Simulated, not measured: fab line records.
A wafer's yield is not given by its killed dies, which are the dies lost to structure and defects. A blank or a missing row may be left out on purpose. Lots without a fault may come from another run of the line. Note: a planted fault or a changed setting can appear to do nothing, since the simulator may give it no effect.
Which of the tools did it? -- flow gf180mcu -- 13 lots with 39 wafers sampled at 3 steps, on a route of 602 steps

## WHAT EACH GAUGE READ, for each wafer
GF_DNWELL_TW_MEAS_09. Usual: DNWELL_TW typically reads 1354, with standard deviation 18.
lot,measured,on,DNWELL_TW,flag
L502,day 2 18:13,filmMetro-02,1371 1374 1382,
L503,day 2 23:18,filmMetro-02,1370 1371 1368,
L504,day 3 04:52,filmMetro-02,1371 1375 1373,
L505,day 3 08:50,filmMetro-02,1372 1368 1375,
L506,day 3 18:52,filmMetro-02,1379 1378 1372,
L507,day 3 21:46,filmMetro-03,1355 1353 1347,
L508,day 4 01:45,filmMetro-03,1344 1338 1353,
L509,day 4 08:51,filmMetro-03,1348 1347 1352,
L514,day 5 11:00,filmMetro-01,1345 1346 1345,
L516,day 5 22:17,filmMetro-01,1329 1329 1334,
L517,day 6 03:23,filmMetro-01,1331 1334 1338,
L521,day 6 23:25,filmMetro-02,1364 1365 1371,
L524,day 7 15:17,filmMetro-01,1342 1334 1335,

GF_VT_IMPLANT_OVL_MEAS_18. Usual: VT_IMPLANT_01_OVL typically reads 0.2 nm, with standard deviation 1.3.
lot,measured,on,VT_IMPLANT_01_OVL (nm),flag
L502,day 6 05:37,overlay-01,-1.2 0.1 -0.6,
L503,day 6 09:12,overlay-01,-1.0 -2.7 -1.0,
L504,day 6 17:34,overlay-02,0.3 1.6 1.8,
L505,day 6 22:32,overlay-02,-0.7 0.0 0.7,
L506,day 7 10:13,overlay-02,-0.5 0.5 -1.5,
L507,day 7 15:40,overlay-01,0.2 -0.1 -0.4,
L508,day 7 18:34,overlay-02,0.3 -1.5 -0.9,
L509,day 8 02:40,overlay-01,-0.8 0.5 -2.4,
L514,day 9 09:33,overlay-02,0.8 2.7 2.3,
L516,day 10 00:09,overlay-02,2.1 3.0 0.8,
L517,day 10 07:18,overlay-01,-0.1 -0.7 -1.2,
L521,day 11 06:46,overlay-01,-2.2 0.7 -1.5,
L524,day 12 00:22,overlay-01,0.3 -1.1 0.0,

## WHICH TOOL RAN EACH LOT (tool, then ch and the chambers of the sampled wafers, then the start)
lot,GF_STI_CMP_25
L502,"cmp-02 ch 1,2, day 2 03:05"
L503,"cmp-01 ch 1,2,3, day 2 08:23"
L504,"cmp-02 ch 1,2, day 2 13:32"
L505,"cmp-01 ch 1,3, day 2 17:55"
L506,"cmp-02 ch 1,2,3, day 3 02:29"
L507,"cmp-01 ch 1,2,3, day 3 06:30"
L508,"cmp-02 ch 0,1,3, day 3 10:07"
L509,"cmp-02 ch 0,2,3, day 3 17:02"
L514,"cmp-02 ch 0,1,2, day 4 18:32"
L516,"cmp-01 ch 1,2,3, day 5 05:11"
L517,"cmp-01 ch 1,2,3, day 5 10:21"
L521,"cmp-01 ch 0,1,3, day 6 04:33"
L524,"cmp-02 ch 0,1,3, day 6 21:08"
- GF_STI_CMP_25: polishes, stops on Si3N4, t overpolish 33 s, target thk 524.6 nm.

## AS READ BY THE TOOLS THEMSELVES (means over the sampled wafers that have a number; for cases with no such wafer, the mark the record gives instead)
GF_STI_CMP_25. Usual: motorCurrentA 11.9 A, standard deviation 0.7; overpolishRunS 33.000 s, standard deviation 0.009; timeToEndpointS 125 s, standard deviation 4.
lot,tool,motorCurrentA (A),overpolishRunS (s),timeToEndpointS (s),flag
L502,cmp-02,11.3,33.005,128,
L503,cmp-01,11.8,33.000,127,
L504,cmp-02,11.0,32.998,126,
L505,cmp-01,12.2,33.005,126,
L506,cmp-02,12.0,33.010,125,
L507,cmp-01,11.7,33.011,124,
L508,cmp-02,12.0,32.999,123,
L509,cmp-02,12.2,32.997,126,
L514,cmp-02,11.4,32.998,124,
L516,cmp-01,11.7,33.008,123,
L517,cmp-01,11.5,33.005,119,
L521,cmp-01,12.1,32.997,127,
L524,cmp-02,11.9,32.999,128,

## THE ANSWER, worked out from the rows above alone
Rule: take the mean of a lot's wafers that have a number; if it is more than 3 standard deviations from the usual mean, the lot is off. A lot without any number at a reading at which 4 lots or more have one is off too. Where the step has rows for the other lots, those lots are counted as sound. First the gauges in route order, then the tools' own readings, where a lot's mean is used as printed above. At the first step where some lot is off, the reading lying furthest off is the one used; lots without a number count as furthest.
Across all readings shown, no lot is off: no conclusion can be drawn from this.

## WHAT THE SIMULATOR PUT IN
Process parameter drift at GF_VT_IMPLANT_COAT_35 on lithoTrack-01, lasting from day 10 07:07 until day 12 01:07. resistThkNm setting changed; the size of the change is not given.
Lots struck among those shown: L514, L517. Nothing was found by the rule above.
